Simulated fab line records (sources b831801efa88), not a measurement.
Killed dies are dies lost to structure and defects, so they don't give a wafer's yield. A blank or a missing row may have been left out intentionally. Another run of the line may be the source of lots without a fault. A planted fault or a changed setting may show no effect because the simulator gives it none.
Comparing a struck lot with a sound one :: flow sky130 :: 22 steps out of a route of 708
Sound: the wafers L437.1, L437.3, L437.6. The struck wafers were L444.1, L444.5, L444.6. The cause comes at the end.
Order at every step that has rows: each side's tool, ch and its chambers, its first start. Under that, the readings that differ: sound wafers :: struck wafers :: difference of the means :: sigmas: that difference in standard deviations of wafers without a fault.
alike: readings whose means differ by less than 2 such deviations, and words and numbers that are the same on both sides. not compared: withheld readings, readings that some wafer has no value for, bounds like >300 that may hide the same value, and numbers for which the record gives no deviation and whose values overlap.
The two part at a step that has a row with sigmas, a row that says differs or no value, or rows on one side only. Non-overlapping numbers with no deviation appear without sigmas and do not part them. A reading that every wafer of one side lacks parts them only if that side has two wafers or more.

first, 5 steps without rows for these wafers: SKY_POLY_CUT_COAT_03 (resist thk 450 nm); SKY_POLY_CUT_SOFTBAKE_04 (time 90 s); SKY_POLY_CUT_EXPOSE_05 (exposes mask NPCM, target cd 270 nm); SKY_POLY_CUT_PEB_06; SKY_POLY_CUT_DEVELOP_07 (develop time 60 s).
SKY_POLY_CUT_CD_MEAS_08: target cd 270 nm.
  struck on cd sem-02, day 30 03:22; sound on cd sem-02, day 27 19:17
  alike: cd nm
SKY_POLY_CUT_OVL_MEAS_09:
  struck on overlay-02, day 30 03:29; sound on overlay-01, day 27 19:24
  alike: POLY_CUT_OVL
SKY_POLY_CUT_ETCH_10: etches BARC in N2/H2, stops on SiO2, time 45.9 s, target depth 60 nm.
  sound on rie diel-04 ch 0,1,3, day 27 19:26; struck on rie diel-04 ch 1,2,3, day 30 03:31
  alike: drypump motor current A, oes product au, throttle valve pct
  not compared: rf hours counter h
SKY_POLY_CUT_ETCH_11: etches Si3N4 in CF4/CH2F2/Ar, stops on poly-Si, time 42.5 s, target depth 60 nm.
  sound on rie diel-04 ch 0,1,3, day 27 19:29; struck on rie diel-04 ch 1,2,3, day 30 03:33
  alike: cf4 flow sccm, drypump motor current A, mfc ar sccm, oes product au, throttle valve pct
  not compared: rf hours counter h
SKY_POLY_CUT_STRIP_12: strips in O2/N2.
  sound on plasma asher-01 ch 0,1, day 27 19:31; struck on plasma asher-01 ch 0,1, day 30 03:35
  alike: drypump motor current A, oes product au, strip time to endpoint s
  not compared: rf hours counter h
then, 2 steps without rows for these wafers: SKY_SD_P_DEHYDRATE_00 (time 60 s); SKY_SD_P_HMDS_01 (prime time 60 s).
SKY_SD_P_COAT_02: resist thk 1140 nm.
  sound on litho track-02 ch 0, day 28 09:36; struck on litho track-04 ch 0, day 30 17:10
reading: model.NOVOLAK_of_SD_P_COAT_02.thk nm (nm)
sound: 1145 1144 1145
struck: 528.2 527.7 529
difference: -616.4
sigmas: 
  alike: chill plate temp C, exhaust pa, resist line temp C
then, 3 steps without rows for these wafers: SKY_SD_P_SOFTBAKE_03 (time 60 s); SKY_SD_P_EXPOSE_04 (exposes mask PSDM, target cd 380 nm); SKY_SD_P_PEB_05.
SKY_SD_P_DEVELOP_06: develop time 60 s.
  sound on litho track-03 ch 0, day 28 23:35; struck on litho track-04 ch 0, day 31 07:13
reading: model.NOVOLAK_of_SD_P_COAT_02.thk nm (nm)
sound: 1145 1144 1144
struck: 527.7 527.3 528.6
difference: -616.5
sigmas: 

reading: model.SD_P.cd nm (nm)
sound: 379.3 380.4 380.8
struck: 462.1 463.8 461.2
difference: +82.2
sigmas: 
  alike: chill plate temp C, exhaust pa, resist line temp C
SKY_SD_P_CD_MEAS_07: target cd 380 nm.
  struck on cd sem-02, day 31 07:22; sound on cd sem-01, day 28 23:44
reading: cd nm (nm)
sound: 379.2 380.2 380.7
struck: 462.0 464.1 461.5
difference: +82.5
sigmas: +38
SKY_SD_P_OVL_MEAS_08:
  struck on overlay-01, day 31 07:29; sound on overlay-02, day 28 23:52
  alike: SD_P_OVL
following that, these wafers have no rows for 1 step: SKY_SD_P_IMPLANT_09.
SKY_SD_P_STRIP_10: strips in O2/N2.
  sound on plasma asher-04 ch 0, day 29 00:02; struck on plasma asher-03 ch 0,1, day 31 07:41
reading: drypump motor current A (A)
sound: 5.0 5.0 5.0
struck: 6.0 6.0 5.8
difference: +0.9
sigmas: +2

reading: oes product au (a.u.)
sound: 0.616 0.622 0.618
struck: 0.516 0.520 0.512
difference: -0.103
sigmas: -23

reading: strip time to endpoint s (s)
sound: 17.58 17.55 17.54
struck: 10.45 10.46 10.46
difference: -7.10
sigmas: -99 or more
  not compared: rf hours counter h
SKY_SD_P_TW_MEAS_11:
  struck on film metro-03, day 31 07:47; sound on film metro-01, day 29 00:08
  alike: SD_P_TW

== WHERE THEY PART ==
First at SKY_SD_P_CD_MEAS_07; last, within this record, at SKY_SD_P_STRIP_10. Later steps at which nothing parts them and some readings are alike: SKY_SD_P_TW_MEAS_11.

WHY: what had been put in by the simulator
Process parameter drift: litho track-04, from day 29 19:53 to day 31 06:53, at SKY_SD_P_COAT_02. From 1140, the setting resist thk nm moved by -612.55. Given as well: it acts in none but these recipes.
